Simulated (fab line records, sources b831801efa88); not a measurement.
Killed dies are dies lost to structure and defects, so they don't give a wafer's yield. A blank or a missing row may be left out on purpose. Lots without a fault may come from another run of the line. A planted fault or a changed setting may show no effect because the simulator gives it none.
fab line records | flow gf180mcu | part 1 of 2: steps 1 to 35 of 36
record lots=6 wafers=18 last_day=33
route steps=602 shown M2@366 V2@382 PASSIVATION@602
lots that met no fault: from a run of the same line without faults
start_h: hours from the record's first day to the start of the lot's first wafer shown | wait_h: hours since the lot's step before | " the same as in the row above | L1.1+2: a row that stands for several wafers | - no value, or no start given | * or withheld: withheld | < > ~ a bound
route shown NAME@n: a module of which the file shows steps, and the number in the route of the first | usual: mean/standard deviation of fault-free wafers | same: alike in all rows | chamber/n: place in a boat | sites: the reading at each site | _std_site: their standard deviation | _edge_site: outer sites' mean less inner sites' | radius_mm: how far each site lies from the wafer's centre | mask NAME#n: copy n | behind: the tool/chamber that last shaped the wafer | hold: why the lot was held/for how many hours/how that ended | device: the transistor (n, p or np) that didn't switch | end of line: the same wafers' tests at the end of the route | a step without rows: its recipe alone | killed: dies lost to structure and defects at the first sort, not the wafer's yield | map: a wafer's dies, x killed, . not, _ none there
set.NAME: the setting as run; set.NAME@STEP: as run at that earlier step | model.NAME: the simulator's own value behind a step, which no gauge read
lots at some steps of the route; a table a step, a row a wafer
services: from which hour (start_h, from the record's first day; less than 0 if before it) a tool's chamber was out of use, for how many hours, and why
## steps
# step GF_M2_SPUTTER_04
# recipe material=TiN target_thk_nm=50 power_w=6500 time_s=41.7 chamber_pressure_pa=0.4
# usual throttle_valve_pct=30.2/1.1
# columns lot.wafer tool chamber start_h wait_h throttle_valve_pct
L298.1 pvd_sputter-02 - 447.91 0.0 28.3
L298.4 " - " " 31.6
L298.5 " - " " 28.5
L299.1 pvd_sputter-04 - 459.19 0.0 29.4
L299.3 " - " " 28.8
L299.5 " - " " 29.5
L307.3 pvd_sputter-04 - 530.29 0.0 30.0
L307.4 " - " " 29.3
L307.5 " - " " 29.6
L309.3 pvd_sputter-02 - 544.06 0.0 30.4
L309.5 " - " " 31.6
L309.6 " - " " 28.7
L312.1 pvd_sputter-02 - 567.56 0.0 28.6
L312.3 " - " " 31.6
L312.6 " - " " 31.8
L313.1 pvd_sputter-01 - 576.34 0.0 30.2
L313.2 " - " " 32.3
L313.5 " - " " 32.1
# step GF_M2_RS_MEAS_05
# recipe thk_meas_gauge=four-point-probe reads=TiN_of_M2_SPUTTER_04+Ti_of_M2_SPUTTER_03+AlCu_of_M2_SPUTTER_02+TiN_of_M2_SPUTTER_01+Ti_of_M2_SPUTTER_00
# usual M2_ALCU_RS=0.0696/0.0007
# columns lot.wafer tool chamber start_h wait_h M2_ALCU_RS[ohm/sq]
L298.1 film_metro-03 - 447.95 0.0 0.0695
L298.4 " - " " 0.0703
L298.5 " - " " 0.0689
L299.1 film_metro-01 - 459.23 0.0 0.0698
L299.3 " - " " 0.0699
L299.5 " - " " 0.0715
L307.3 film_metro-04 - 530.37 0.1 0.0694
L307.4 " - " " 0.0704
L307.5 " - " " 0.0700
L309.3 film_metro-04 - 544.14 0.1 0.0691
L309.5 " - " " 0.0694
L309.6 " - " " 0.0686
L312.1 film_metro-03 - 567.60 0.0 0.0686
L312.3 " - " " 0.0696
L312.6 " - " " 0.0689
L313.1 film_metro-03 - 576.38 0.0 0.0697
L313.2 " - " " 0.0692
L313.5 " - " " 0.0694
# step GF_M2_THK_MEAS_06
# recipe thk_meas_gauge=xrf reads=AlCu_of_M2_SPUTTER_02
# usual M2_ALCU_THK=455/5.1
# columns lot.wafer tool chamber start_h wait_h M2_ALCU_THK[nm]
L298.1 film_metro-03 - 448.07 0.1 454
L298.4 " - " " 447
L298.5 " - " " 456
L299.1 film_metro-01 - 459.35 0.1 455
L299.3 " - " " 454
L299.5 " - " " 440
L307.3 film_metro-04 - 530.47 0.1 459
L307.4 " - " " 452
L307.5 " - " " 454
L309.3 film_metro-04 - 544.24 0.1 462
L309.5 " - " " 462
L309.6 " - " " 463
L312.1 film_metro-03 - 567.72 0.1 462
L312.3 " - " " 456
L312.6 " - " " 460
L313.1 film_metro-03 - 576.50 0.1 452
L313.2 " - " " 455
L313.5 " - " " 452
# step GF_M2_DEHYDRATE_07
# recipe temp_c=200 time_s=60
# step GF_M2_HMDS_08
# recipe prime_time_s=60 prime_temp_c=120
# step GF_M2_COAT_09
# recipe resist=KrF spin_rpm=withheld resist_thk_nm=1000
# step GF_M2_SOFTBAKE_10
# recipe temp_c=130 time_s=60 resist=KrF
# step GF_M2_EXPOSE_11
# recipe mask_id=Metal2 target_cd_nm=280 na=0.68 source_shape=conventional sigma_outer=0.6 dose_mj=28
# step GF_M2_PEB_12
# recipe peb_temp_c=135 peb_time_s=90 resist=KrF
# step GF_M2_DEVELOP_13
# recipe develop_time_s=60 dev_temp_c=21
# step GF_M2_CD_MEAS_14
# recipe target_cd_nm=280
# usual cd_nm=279.5/1.6
# columns lot.wafer tool chamber start_h wait_h cd_nm
L298.1 cd_sem-01 - 472.06 0.1 278.6
L298.4 " - " " 278.9
L298.5 " - " " 278.6
L299.1 cd_sem-01 - 482.66 0.1 279.8
L299.3 " - " " 279.7
L299.5 " - " " 278.6
L307.3 cd_sem-02 - 553.04 0.1 278.1
L307.4 " - " " 278.0
L307.5 " - " " 276.4
L309.3 cd_sem-01 - 566.56 0.1 278.2
L309.5 " - " " 279.9
L309.6 " - " " 278.3
L312.1 cd_sem-01 - 588.42 0.1 278.6
L312.3 " - " " 279.5
L312.6 " - " " 278.1
L313.1 cd_sem-01 - 597.47 0.1 278.7
L313.2 " - " " 280.0
L313.5 " - " " 280.6
# step GF_M2_OVL_MEAS_15
# usual M2_OVL=0/6.3
# columns lot.wafer tool chamber start_h wait_h M2_OVL[nm]
L298.1 overlay-01 - 472.18 0.1 -5
L298.4 " - " " -9
L298.5 " - " " -8
L299.1 overlay-01 - 482.78 0.1 1
L299.3 " - " " 0
L299.5 " - " " 2
L307.3 overlay-02 - 553.14 0.1 -1
L307.4 " - " " 8
L307.5 " - " " 2
L309.3 overlay-01 - 566.65 0.1 -13
L309.5 " - " " -5
L309.6 " - " " -12
L312.1 overlay-02 - 588.54 0.1 -6
L312.3 " - " " -8
L312.6 " - " " -6
L313.1 overlay-02 - 597.59 0.1 5
L313.2 " - " " 3
L313.5 " - " " 3
# step GF_M2_METAL_ETCH_16
# recipe chemistry=Cl2/BCl3 mask_material=KrF target_depth_nm=627.5 stop_on=SiO2 pressure_mtorr=8 icp_w=800 bias_w=140 Cl2_flow_sccm=80 bcl3_flow_sccm=40 time_s=104.6
# usual bias_w=140.0/0.45 drypump_motor_current_A=6.04/0.22 oes_product_au=0.971/0.0068 throttle_valve_pct=28.252/0.011
# columns lot.wafer tool chamber start_h wait_h bias_w drypump_motor_current_A oes_product_au rf_hours_counter_h throttle_valve_pct model.KrF_of_M2_COAT_09.thk_nm
L298.1 rie_metal-04 0 472.21 0.0 139.6 6.29 0.970 8 28.250 748.6
L298.4 " 1 " " 138.6 5.88 0.969 - 28.249 744.8
L298.5 " 0 " " 139.8 6.27 0.974 - 28.248 747
L299.1 rie_metal-01 1 482.81 0.0 140.3 6.02 0.971 6 28.254 735.6
L299.3 " 0 " " 140.1 6.03 0.965 - 28.265 720.9
L299.5 " 1 " " 139.9 6.01 0.957 - 28.257 734.5
L307.3 rie_metal-04 0 553.20 0.1 212.7 6.26 0.972 - 28.247 703.9
L307.4 " 1 " " 212.8 5.83 0.967 - 28.251 703.2
L307.5 " 0 " " 212.4 6.28 0.967 - 28.255 700.2
L309.3 rie_metal-04 1 566.71 0.1 212.9 5.91 0.975 - 28.234 705.6
L309.5 " 0 " " 213.0 6.28 0.970 - 28.251 706.4
L309.6 " 1 " " 213.2 5.89 0.973 - 28.225 704.5
L312.1 rie_metal-01 0 588.58 0.0 140.2 6.01 0.975 7 28.240 729.3
L312.3 " 1 " " 139.9 6.03 0.967 - 28.255 733.3
L312.6 " 0 " " 139.7 6.01 0.981 - 28.238 729.4
L313.1 rie_metal-01 0 597.63 0.0 140.0 6.03 0.970 7 28.259 735.1
L313.2 " 1 " " 140.5 5.99 0.985 9 28.256 740.8
L313.5 " 1 " " 140.5 6.00 0.972 - 28.248 739.6
# step GF_M2_STRIP_17
# recipe chemistry=O2/N2 power_w=1400 pressure_mtorr=1500 platen_temp_c=250 o2_flow_sccm=3000 n2_flow_sccm=300 overash_fraction=0.5
# usual drypump_motor_current_A=5.6/0.41 heater_power_w=339/31 n2_flow_sccm=300.1/0.84 oes_product_au=0.558/0.0056 strip_time_to_endpoint_s=7.89/0.064
# columns lot.wafer tool chamber start_h wait_h drypump_motor_current_A heater_power_w n2_flow_sccm oes_product_au rf_hours_counter_h strip_time_to_endpoint_s
L298.1 plasma_asher-04 1 472.32 0.1 5.5 325 299.8 0.566 67 8.00
L298.4 " 0 " " 5.4 362 300.7 0.562 - 7.99
L298.5 " 0 " " 5.4 362 300.2 0.560 - 7.97
L299.1 plasma_asher-01 1 482.92 0.1 6.4 377 301.3 0.557 83 7.88
L299.3 " 0 " " 5.1 278 301.0 0.545 - 7.73
L299.5 " 0 " " 5.1 292 299.0 0.548 - 7.87
L307.3 plasma_asher-01 0 553.31 0.1 5.1 280 302.0 0.549 - 7.57
L307.4 " 1 " " 6.4 385 300.8 0.543 - 7.57
L307.5 " 1 " " 6.4 380 299.2 0.551 - 7.52
L309.3 plasma_asher-04 1 566.82 0.1 5.5 318 298.7 0.537 - 7.59
L309.5 " 1 " " 5.5 317 299.5 0.552 - 7.60
L309.6 " 0 " " 5.4 361 299.6 0.545 - 7.58
L312.1 plasma_asher-03 0 588.69 0.1 5.4 358 299.7 0.549 52 7.82
L312.3 " 0 " " 5.4 351 299.6 0.566 - 7.85
L312.6 " 1 " " 5.7 341 300.9 0.550 - 7.82
L313.1 plasma_asher-04 0 597.74 0.1 5.4 362 299.6 0.555 82 7.88
L313.2 " 1 " " 5.5 323 300.3 0.554 82 7.92
L313.5 " 0 " " 5.4 354 300.8 0.564 - 7.91
# step GF_M2_STRIP_18
# recipe chemistry=post_etch_residue_remover time_s=1200 temp_c=72.5
# step GF_M2_CLEAN_19
# recipe chemistry=DIW dry=n2_spin
# step GF_V2_CVD_00
# recipe material=SiO2 target_thk_nm=600 sigma_open_frac=0.3 temp_c=400 time_s=100 sih4_flow_sccm=60 pressure_mtorr=6
# step GF_V2_THK_MEAS_01
# recipe reads=SiO2_of_V2_CVD_00
# usual V2_CVD_00_THK=603/6.5
# columns lot.wafer tool chamber start_h wait_h V2_CVD_00_THK[nm]
L298.1 film_metro-04 - 472.93 0.0 604
L298.4 " - " " 603
L298.5 " - " " 609
L299.1 film_metro-04 - 483.54 0.0 603
L299.3 " - " " 597
L299.5 " - " " 605
L307.3 film_metro-02 - 553.90 0.1 602
L307.4 " - " " 598
L307.5 " - " " 600
L309.3 film_metro-04 - 567.41 0.1 600
L309.5 " - " " 603
L309.6 " - " " 606
L312.1 film_metro-04 - 589.30 0.0 601
L312.3 " - " " 595
L312.6 " - " " 597
L313.1 film_metro-04 - 598.38 0.0 616
L313.2 " - " " 604
L313.5 " - " " 606
# step GF_V2_CVD_02
# recipe material=SiO2 target_thk_nm=850 precursor=TEOS temp_c=400 time_s=94.851 rf_w=600
# usual heater_power_w=616/72
# columns lot.wafer tool chamber start_h wait_h heater_power_w
L298.1 pecvd-03 2 472.99 0.1 606
L298.4 " 1 " " 485
L298.5 " 2 " " 513
L299.1 pecvd-04 2 483.60 0.1 651
L299.3 " 0 " " 529
L299.5 " 0 " " 594
L307.3 pecvd-02 2 553.94 0.0 591
L307.4 " 2 " " 621
L307.5 " 1 " " 718
L309.3 pecvd-04 1 567.45 0.0 741
L309.5 " 1 " " 593
L309.6 " 2 " " 736
L312.1 pecvd-04 2 589.36 0.1 738
L312.3 " 1 " " 690
L312.6 " 2 " " 600
L313.1 pecvd-02 1 598.44 0.1 745
L313.2 " 0 " " 642
L313.5 " 2 " " 549
# step GF_V2_THK_MEAS_03
# recipe reads=SiO2_of_V2_CVD_02
# usual V2_CVD_02_THK=851/12
# columns lot.wafer tool chamber start_h wait_h V2_CVD_02_THK[nm]
L298.1 film_metro-02 - 473.06 0.0 825
L298.4 " - " " 868
L298.5 " - " " 846
L299.1 film_metro-02 - 483.67 0.0 831
L299.3 " - " " 840
L299.5 " - " " 860
L307.3 film_metro-02 - 554.03 0.1 862
L307.4 " - " " 868
L307.5 " - " " 874
L309.3 film_metro-04 - 567.54 0.1 836
L309.5 " - " " 855
L309.6 " - " " 844
L312.1 film_metro-03 - 589.43 0.0 834
L312.3 " - " " 840
L312.6 " - " " 854
L313.1 film_metro-04 - 598.51 0.0 863
L313.2 " - " " 858
L313.5 " - " " 869
# step GF_V2_CMP_04
# recipe material=SiO2 down_force_psi=4 platen_rpm=60 pad_velocity_m_s=0.94248
# usual motor_current_A=12.0/0.59 time_to_endpoint_s=84/5.6
# columns lot.wafer tool chamber start_h wait_h motor_current_A time_to_endpoint_s
L298.1 cmp-01 0 473.12 0.1 12.2 74
L298.4 " 2 " " 11.0 88
L298.5 " 1 " " 11.8 78
L299.1 cmp-01 3 483.83 0.1 11.7 72
L299.3 " 0 " " 11.4 82
L299.5 " 2 " " 11.2 91
L307.4 cmp-02 1 554.12 0.1 11.0 89
L307.3 " 2 " " 13.1 89
L307.5 " 0 " " 12.6 91
L309.3 cmp-01 0 567.68 0.1 11.8 82
L309.5 " 2 " " 11.7 86
L309.6 " 3 " " 11.1 77
L312.1 cmp-01 0 589.54 0.1 12.3 81
L312.3 " 2 " " 12.1 79
L312.6 " 0 " " 12.1 86
L313.1 cmp-02 0 598.57 0.1 12.1 94
L313.2 " 3 " " 11.8 87
L313.5 " 0 " " 12.0 95
# step GF_V2_BOW_MEAS_05
# recipe mode=bow
# usual V2_BOW=99/8.4
# columns lot.wafer tool chamber start_h wait_h V2_BOW[um]
L298.1 film_metro-03 - 473.42 0.2 113
L298.4 " - " " 107
L298.5 " - " " 127
L299.1 film_metro-02 - 484.03 0.1 87
L299.3 " - " " 93
L299.5 " - " " 95
L307.3 film_metro-02 - 554.41 0.2 93
L307.4 " - " " 107
L307.5 " - " " 107
L309.3 film_metro-03 - 567.92 0.2 91
L309.5 " - " " 96
L309.6 " - " " 87
L312.1 film_metro-04 - 589.79 0.2 96
L312.3 " - " " 99
L312.6 " - " " 94
L313.1 film_metro-02 - 598.87 0.2 107
L313.2 " - " " 102
L313.5 " - " " 115
# step GF_V2_DEHYDRATE_06
# recipe temp_c=200 time_s=60
# step GF_V2_HMDS_07
# recipe prime_time_s=60 prime_temp_c=120
# step GF_V2_COAT_08
# recipe resist=BARC temp_c=withheld time_s=withheld spin_rpm=withheld resist_thk_nm=withheld
# step GF_V2_COAT_09
# recipe resist=KrF spin_rpm=withheld resist_thk_nm=1000
# step GF_V2_SOFTBAKE_10
# recipe temp_c=130 time_s=60 resist=KrF
# step GF_V2_EXPOSE_11
# recipe mask_id=Via2 target_cd_nm=260 na=0.68 source_shape=conventional sigma_outer=0.6 dose_mj=38
# step GF_V2_PEB_12
# recipe peb_temp_c=135 peb_time_s=90 resist=KrF
# step GF_V2_DEVELOP_13
# recipe develop_time_s=60 resist=KrF dev_temp_c=21
# step GF_V2_CD_MEAS_14
# recipe target_cd_nm=260
# usual cd_nm=259.7/0.98
# columns lot.wafer tool chamber start_h wait_h cd_nm
L298.1 cd_sem-01 - 497.43 0.1 258.5
L298.4 " - " " 259.7
L298.5 " - " " 259.1
L299.1 cd_sem-01 - 507.59 0.1 259.7
L299.3 " - " " 261.0
L299.5 " - " " 261.7
L307.3 cd_sem-01 - 576.59 0.1 256.3
L307.4 " - " " 255.2
L307.5 " - " " 255.2
L309.3 cd_sem-02 - 589.39 0.1 257.3
L309.5 " - " " 257.9
L309.6 " - " " 259.0
L312.1 cd_sem-01 - 610.20 0.1 260.0
L312.3 " - " " 258.7
L312.6 " - " " 259.0
L313.1 cd_sem-02 - 619.97 0.1 259.4
L313.2 " - " " 257.8
L313.5 " - " " 260.2
# step GF_V2_OVL_MEAS_15
# usual V2_OVL=1/3.8
# columns lot.wafer tool chamber start_h wait_h V2_OVL[nm]
L298.1 overlay-02 - 497.55 0.1 3
L298.4 " - " " -3
L298.5 " - " " -3
L299.1 overlay-02 - 507.71 0.1 3
L299.3 " - " " -2
L299.5 " - " " -1
L307.3 overlay-02 - 576.69 0.1 0
L307.4 " - " " 1
L307.5 " - " " -3
L309.3 overlay-01 - 589.49 0.1 -5
L309.5 " - " " -2
L309.6 " - " " -7
L312.1 overlay-01 - 610.32 0.1 -1
L312.3 " - " " -1
L312.6 " - " " -1
L313.1 overlay-01 - 620.09 0.1 3
L313.2 " - " " 0
L313.5 " - " " 6
# step GF_V2_ETCH_16
# recipe chemistry=N2/H2 target_depth_a=withheld overetch_a=withheld time_s=withheld target=BARC ion_energy_ev=200 source_w=500 bias_w=100 pressure_mtorr=30 n2_flow_sccm=100 h2_flow_sccm=200
# usual bias_w=100.0/0.32 drypump_motor_current_A=5.7/0.36 n2_flow_sccm=100.00/0.3 oes_product_au=0.855/0.0044 throttle_valve_pct=13.225/0.0089
# columns lot.wafer tool chamber start_h wait_h bias_w drypump_motor_current_A n2_flow_sccm oes_product_au throttle_valve_pct model.V2.cd_nm
L298.1 rie_diel-01 2 497.58 0.0 99.9 5.7 99.96 0.848 13.225 258.6
L298.4 " 0 " " 100.5 5.0 100.25 0.848 13.222 259.2
L298.5 " 2 " " 99.9 5.7 99.39 0.847 13.226 259.3
L299.1 rie_diel-02 1 507.75 0.0 99.9 5.8 100.37 0.854 13.214 258.9
L299.3 " 0 " " 100.1 5.9 100.25 0.857 13.213 261.1
L299.5 " 0 " " 99.7 5.9 99.76 0.866 13.218 261.3
L307.3 rie_diel-01 3 576.71 0.0 99.9 6.0 100.14 0.854 13.209 256.8
L307.4 " 2 " " 100.0 5.7 99.66 0.856 13.234 255.9
L307.5 " 0 " " 100.1 5.0 99.85 0.862 13.206 255.2
L309.3 rie_diel-04 1 589.51 0.0 100.1 5.8 99.70 0.849 13.242 258.7
L309.5 " 1 " " 100.0 5.9 99.94 0.851 13.225 257.7
L309.6 " 2 " " 99.9 6.3 99.57 0.851 13.224 259
L312.1 rie_diel-02 3 610.36 0.0 100.7 5.8 99.89 0.856 13.220 260.7
L312.3 " 1 " " 100.2 5.8 100.19 0.861 13.215 257.6
L312.6 " 0 " " 100.2 5.9 99.88 0.853 13.227 258.9
L313.1 rie_diel-02 0 620.13 0.0 99.5 5.9 100.01 0.856 13.228 259.9
L313.2 " 2 " " 100.2 5.8 100.32 0.850 13.242 258.2
L313.5 " 3 " " 100.9 5.8 99.91 0.864 13.229 261.4
# step GF_V2_ETCH_17
# recipe chemistry=C4F8/O2/Ar mask_material=KrF target=SiO2 stop_on=TiN source_w=1500 bias_w=1200 pressure_mtorr=40 c4f8_flow_sccm=withheld O2_flow_sccm=6 Ar_flow_sccm=300 time_s=withheld target_depth_a=6300
# usual bias_w=1200/3.6 oes_product_au=0.856/0.0048
# columns lot.wafer tool chamber start_h wait_h bias_w oes_product_au model.V2.cd_nm
L298.1 rie_diel-01 2 - - 1199 0.849 258.4
L298.4 " 0 " " 1202 0.859 259.8
L298.5 " 2 " " 1203 0.852 259.3
L299.1 rie_diel-02 1 - - 1207 0.859 258.3
L299.3 " 0 " " 1201 0.855 261.1
L299.5 " 0 " " 1201 0.861 261
L307.3 rie_diel-01 3 - - 1199 0.852 256.1
L307.4 " 2 " " 1201 0.857 255.7
L307.5 " 0 " " 1196 0.858 256.1
L309.3 rie_diel-04 1 - - 1205 0.857 258.7
L309.5 " 1 " " 1204 0.845 258.1
L309.6 " 2 " " 1200 0.850 259.8
L312.1 rie_diel-02 3 - - 1201 0.850 261.1
L312.3 " 1 " " 1196 0.863 258.1
L312.6 " 0 " " 1196 0.857 258.9
L313.1 rie_diel-02 0 - - 1207 0.862 260.1
L313.2 " 2 " " 1200 0.856 259.5
L313.5 " 3 " " 1201 0.864 261.9
# step GF_V2_STRIP_18
# recipe chemistry=O2/N2 power_w=1400 pressure_mtorr=1500 platen_temp_c=250 o2_flow_sccm=3000 n2_flow_sccm=300 overash_fraction=0.5
# usual drypump_motor_current_A=5.8/0.32 heater_power_w=333/22 n2_flow_sccm=300.1/0.9 oes_product_au=0.592/0.0048
# columns lot.wafer tool chamber start_h wait_h drypump_motor_current_A heater_power_w n2_flow_sccm oes_product_au rf_hours_counter_h
L298.1 plasma_asher-02 1 497.71 - 5.9 310 299.8 0.586 7
L298.4 " 1 " " 5.9 301 300.0 0.594 -
L298.5 " 0 " " 6.1 344 300.6 0.596 -
L299.1 plasma_asher-03 1 507.88 - 5.7 345 300.9 0.594 43
L299.3 " 0 " " 5.4 356 301.6 0.587 -
L299.5 " 0 " " 5.4 350 301.9 0.597 -
L307.3 plasma_asher-02 1 576.87 - 5.9 310 298.2 0.587 -
L307.4 " 0 " " 6.1 338 300.0 0.592 -
L307.5 " 0 " " 6.1 337 300.3 0.591 -
L309.3 plasma_asher-02 1 589.67 - 5.9 320 300.5 0.591 -
L309.5 " 0 " " 6.1 343 300.5 0.586 -
L309.6 " 1 " " 5.9 311 299.1 0.589 -
L312.1 plasma_asher-02 0 610.49 - 6.1 335 300.3 0.597 21
L312.3 " 0 " " 6.0 339 299.6 0.597 -
L312.6 " 1 " " 5.9 312 299.3 0.594 -
L313.1 plasma_asher-03 1 620.26 - 5.7 335 300.4 0.588 56
L313.2 " 0 " " 5.4 363 301.2 0.601 56
L313.5 " 1 " " 5.7 337 299.8 0.588 -
## key
first_sign step=GF_M2_METAL_ETCH_16 reading=bias_w direction=up sigmas=99+ usual=140.0 struck=212.8
effect step=GF_M2_STRIP_17 reading=strip_time_to_endpoint_s direction=down sigmas=4.9 usual=* struck=*
model_effect step=GF_M2_METAL_ETCH_16 value=KrF_of_M2_COAT_09.thk_nm without=739.3 struck=704
model_effect step=GF_V2_ETCH_16 value=V2.cd_nm without=260.6 struck=257.2
model_effect step=GF_V2_ETCH_17 value=V2.cd_nm without=260.8 struck=257.4
met_at GF_M2_METAL_ETCH_16
struck_wafers L307.3,L307.4,L307.5,L309.3,L309.5,L309.6
loop_trim step=GF_V2_EXPOSE_11 setting=dose lots=L307,L309
onset_between 472.21 553.20
fault kind=process_parameter_drift tool=rie_metal-04 chamber=- onset_h=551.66 steps=GF_M2_METAL_ETCH_16 channel=bias_w offset=72.732 shape=step end_h=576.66 acts_in=these_recipes_only stated=140
# loop_trim: a control loop set the setting to another value than it would have without faults
